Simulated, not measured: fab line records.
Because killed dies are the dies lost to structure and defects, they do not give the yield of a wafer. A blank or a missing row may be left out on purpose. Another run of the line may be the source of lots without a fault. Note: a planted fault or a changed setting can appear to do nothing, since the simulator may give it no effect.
Chamber matching || flow gf180mcu || GF_SAB_ETCH_11 on rie diel-01 has 4 sister chambers
The step etches SiO2 in C4F8/O2/Ar, target depth 55 nm, time 8.5 s. 14 wafers are shown with their chamber, then 7 later ones without.

== WAFERS PAIRED WITH THEIR CHAMBERS ==
{"wafer": "L644.3", "chamber": 0, "oes product au (a.u.)": 0.999, "chamber pressure mTorr (mTorr)": 39.98}
{"wafer": "L644.4", "chamber": 3, "oes product au (a.u.)": 1.015, "chamber pressure mTorr (mTorr)": 39.99}
{"wafer": "L644.6", "chamber": 0, "oes product au (a.u.)": 1.003, "chamber pressure mTorr (mTorr)": 40.08}
{"wafer": "L645.2", "chamber": 2, "oes product au (a.u.)": 0.995, "chamber pressure mTorr (mTorr)": 40.00}
{"wafer": "L645.4", "chamber": 1, "oes product au (a.u.)": 1.001, "chamber pressure mTorr (mTorr)": 40.08}
{"wafer": "L645.5", "chamber": 0, "oes product au (a.u.)": 0.994, "chamber pressure mTorr (mTorr)": 40.06}
{"wafer": "L646.1", "chamber": 3, "oes product au (a.u.)": 1.020, "chamber pressure mTorr (mTorr)": 40.01}
{"wafer": "L646.2", "chamber": 1, "oes product au (a.u.)": 1.007, "chamber pressure mTorr (mTorr)": 40.03}
{"wafer": "L646.4", "chamber": 0, "oes product au (a.u.)": 0.988, "chamber pressure mTorr (mTorr)": 40.04}
{"wafer": "L649.1", "chamber": 1, "oes product au (a.u.)": 1.001, "chamber pressure mTorr (mTorr)": 40.00}
{"wafer": "L649.2", "chamber": 0, "oes product au (a.u.)": 0.990, "chamber pressure mTorr (mTorr)": 39.96}
{"wafer": "L649.4", "chamber": 3, "oes product au (a.u.)": 1.017, "chamber pressure mTorr (mTorr)": 40.03}
{"wafer": "L662.1", "chamber": 3, "oes product au (a.u.)": 1.007, "chamber pressure mTorr (mTorr)": 39.93}
{"wafer": "L662.4", "chamber": 1, "oes product au (a.u.)": 0.995, "chamber pressure mTorr (mTorr)": 39.98}

SIGNATURES (averages over the wafers above)
{"reading": "oes product au", "chamber 0": 0.99480, "chamber 1": 1.00100, "chamber 2": 0.99500, "chamber 3": 1.01475, "scatter within a chamber": 0.00565}
{"reading": "chamber pressure mTorr", "chamber 0": 40.0240, "chamber 1": 40.0225, "chamber 2": 40.0000, "chamber 3": 39.9900, "scatter within a chamber": 0.0469}
Rule: a wafer's distance from a chamber is the root of the sum, over the readings, of the square of ((its reading less the chamber's mean) divided by the reading's scatter). The wafer belongs to the nearest chamber; if the next one is less than 2 further off, it can't be placed. The scatter: take each reading less its chamber's mean, square it, sum over the shown wafers, divide by the number of wafers less the number of chambers, and take the root.

== WAFERS WITHOUT THEIR CHAMBER ==
{"wafer": "L662.6", "oes product au (a.u.)": 0.996, "chamber pressure mTorr (mTorr)": 39.96}
{"wafer": "L663.1", "oes product au (a.u.)": 1.001, "chamber pressure mTorr (mTorr)": 40.03}
{"wafer": "L663.3", "oes product au (a.u.)": 1.012, "chamber pressure mTorr (mTorr)": 40.01}
{"wafer": "L663.6", "oes product au (a.u.)": 1.002, "chamber pressure mTorr (mTorr)": 39.92}
{"wafer": "L664.2", "oes product au (a.u.)": 1.001, "chamber pressure mTorr (mTorr)": 39.98}
{"wafer": "L664.3", "oes product au (a.u.)": 1.006, "chamber pressure mTorr (mTorr)": 40.03}
{"wafer": "L664.4", "oes product au (a.u.)": 1.001, "chamber pressure mTorr (mTorr)": 40.02}

== WHICH CHAMBER EACH ONE RAN IN ==
{"wafer": "L662.6", "from the rows above": "can't be placed: 2 or 0 or 1", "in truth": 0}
{"wafer": "L663.1", "from the rows above": "can't be placed: 1 or 0 or 2", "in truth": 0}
{"wafer": "L663.3", "from the rows above": "can't be placed: 3 or 1", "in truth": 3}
{"wafer": "L663.6", "from the rows above": "can't be placed: 2 or 1 or 0 or 3", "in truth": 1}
{"wafer": "L664.2", "from the rows above": "can't be placed: 1 or 2 or 0 or 3", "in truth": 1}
{"wafer": "L664.3", "from the rows above": "can't be placed: 1 or 3 or 0 or 2", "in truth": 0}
{"wafer": "L664.4", "from the rows above": "can't be placed: 1 or 0 or 2", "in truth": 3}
Correctly placed: 0 of 7. Not placeable from these rows: 7 (in 6, the candidates include the true chamber). Wrongly placed: 0.
